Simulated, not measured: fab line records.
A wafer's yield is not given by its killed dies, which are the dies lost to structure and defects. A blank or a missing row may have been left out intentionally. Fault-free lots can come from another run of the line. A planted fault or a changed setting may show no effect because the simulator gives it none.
Which tool is to blame? ; flow sky130 ; 11 lots, 33 wafers sampled, at 4 steps of a route of 708

== WHAT THE GAUGES SHOWED, per wafer ==
SKY_RES_PROTECT_TW_MEAS_08.
lot;measured;on;POLY_GATE_TW
L851;day 15 20:35;filmMetro-01;4005 4010 4029
L852;day 15 20:52;filmMetro-01;4029 4046 4040
L853;day 16 07:52;filmMetro-01;4049 4060 4063
L854;day 16 22:19;filmMetro-02;4072 4057 4061
L859;day 18 19:13;filmMetro-03;3986 3989 3999
L861;day 19 17:46;filmMetro-03;4011 4012 4004
L862;day 19 18:04;filmMetro-02;4056 4068 4058
L863;day 20 08:30;filmMetro-03;4026 4025 4022
L864;day 20 13:25;filmMetro-01;4038 4018 4024
L867;day 21 16:04;filmMetro-01;4009 4007 4018
L871;day 23 04:38;filmMetro-02;4077 4074 4063

SKY_LI_CONTACT_RS_MEAS_22: uses a four-point probe to measure.
lot;measured;on;LI_CONTACT_W_RS (ohm/sq)
L851;day 30 01:24;filmMetro-02;0.295 0.289 0.295
L852;day 30 03:29;filmMetro-03;0.317 0.321 0.320
L853;day 30 12:18;filmMetro-04;0.290 0.291 0.291
L854;day 31 01:18;filmMetro-02;0.318 0.321 0.315
L859;day 32 17:06;filmMetro-02;0.289 0.292 0.288
L861;day 33 10:13;filmMetro-03;0.287 0.285 0.285
L862;day 33 12:12;filmMetro-03;0.290 0.287 0.291
L863;day 34 01:49;filmMetro-02;0.287 0.292 0.289
L864;day 34 04:02;filmMetro-04;0.287 0.285 0.287
L867;day 35 01:43;filmMetro-04;0.286 0.285 0.288
L871;day 36 12:52;filmMetro-03;0.288 0.288 0.290

SKY_LI_CONTACT_THK_MEAS_23: measures by xrf.
lot;measured;on;LI_CONTACT_W_THK (nm)
L851;day 30 01:30;filmMetro-02;393 401 391
L852;day 30 03:37;filmMetro-03;365 359 358
L853;day 30 12:25;filmMetro-04;401 397 397
L854;day 31 01:25;filmMetro-02;362 360 367
L859;day 32 17:13;filmMetro-02;405 400 406
L861;day 33 10:19;filmMetro-03;400 405 402
L862;day 33 12:19;filmMetro-03;393 398 394
L863;day 34 01:56;filmMetro-02;410 400 399
L864;day 34 04:10;filmMetro-04;404 404 401
L867;day 35 01:49;filmMetro-04;397 401 396
L871;day 36 12:58;filmMetro-03;400 398 394

== TOOL THAT RAN EACH LOT (tool first, then ch and the chambers of the sampled wafers, then the start) ==
lot;SKY_LI_CONTACT_CVD_21
L851;cvdW-01 ch 0,1, day 30 01:16
L852;cvdW-01 ch 0,1, day 30 03:22
L853;cvdW-02 ch 0,1, day 30 12:09
L854;cvdW-01 ch 0,1, day 31 01:10
L859;cvdW-02 ch 0,1, day 32 16:58
L861;cvdW-02 ch 0,1, day 33 10:04
L862;cvdW-01 ch 0,1, day 33 12:03
L863;cvdW-01 ch 0,1, day 34 01:41
L864;cvdW-01 ch 0,1, day 34 03:55
L867;cvdW-01 ch 0,1, day 35 01:35
L871;cvdW-01 ch 0,1, day 36 12:44
- SKY_LI_CONTACT_CVD_21: deposits W, target thk 400 nm, time 120.56 s.

== WHAT THE TOOLS THEMSELVES READ (means of the sampled wafers that have a number; where no wafer has one, the mark that the record gives instead) ==
SKY_LI_CONTACT_CVD_21.
lot;tool;heaterPowerW (W);susceptorTempC (C)
L851;cvdW-01;809;400.00
L852;cvdW-01;764;394.75
L853;cvdW-02;834;400.03
L854;cvdW-01;778;395.10
L859;cvdW-02;852;399.90
L861;cvdW-02;855;400.11
L862;cvdW-01;804;400.16
L863;cvdW-01;825;400.09
L864;cvdW-01;826;400.15
L867;cvdW-01;782;399.97
L871;cvdW-01;818;399.82

== THE ANSWER, worked out from the rows above alone ==
Rule: the usual values come from the lots themselves. Put in order of their means at a reading, lots are off if they are a third of the lots or fewer, leave a main group of 4 or more, and stand apart from it by a gap of 3 or more times the standard deviation of the main group's means; of several such gaps the widest counts. If all means in a main group match to the digits the tables above print for the reading, that group is not used. Also off: a lot with no number at a reading for which 4 or more lots have one. The other lots that the step has rows for count as sound. First the gauges in route order, then the tools' own readings, where a lot's mean is used as printed above. The first step at which some lot is off is used, and at that step the reading that is off furthest; a lot without a number counts as furthest.
Off: L852, L854, at SKY_LI_CONTACT_RS_MEAS_22 (LI_CONTACT_W_RS). The main group has a mean of 0.289 ohm/sq with a standard deviation of 0.0022.
A tool fits if, at a process step before that reading, it ran every lot that is off, and no sound lot after the first of them. The gauges at SKY_LI_CONTACT_RS_MEAS_22 aren't tried: what is off there is off at SKY_LI_CONTACT_CVD_21 too, on other tools, and a gauge's error can't cause that. None of those tried fits.

== WHAT HAD BEEN PUT IN BY THE SIMULATOR ==
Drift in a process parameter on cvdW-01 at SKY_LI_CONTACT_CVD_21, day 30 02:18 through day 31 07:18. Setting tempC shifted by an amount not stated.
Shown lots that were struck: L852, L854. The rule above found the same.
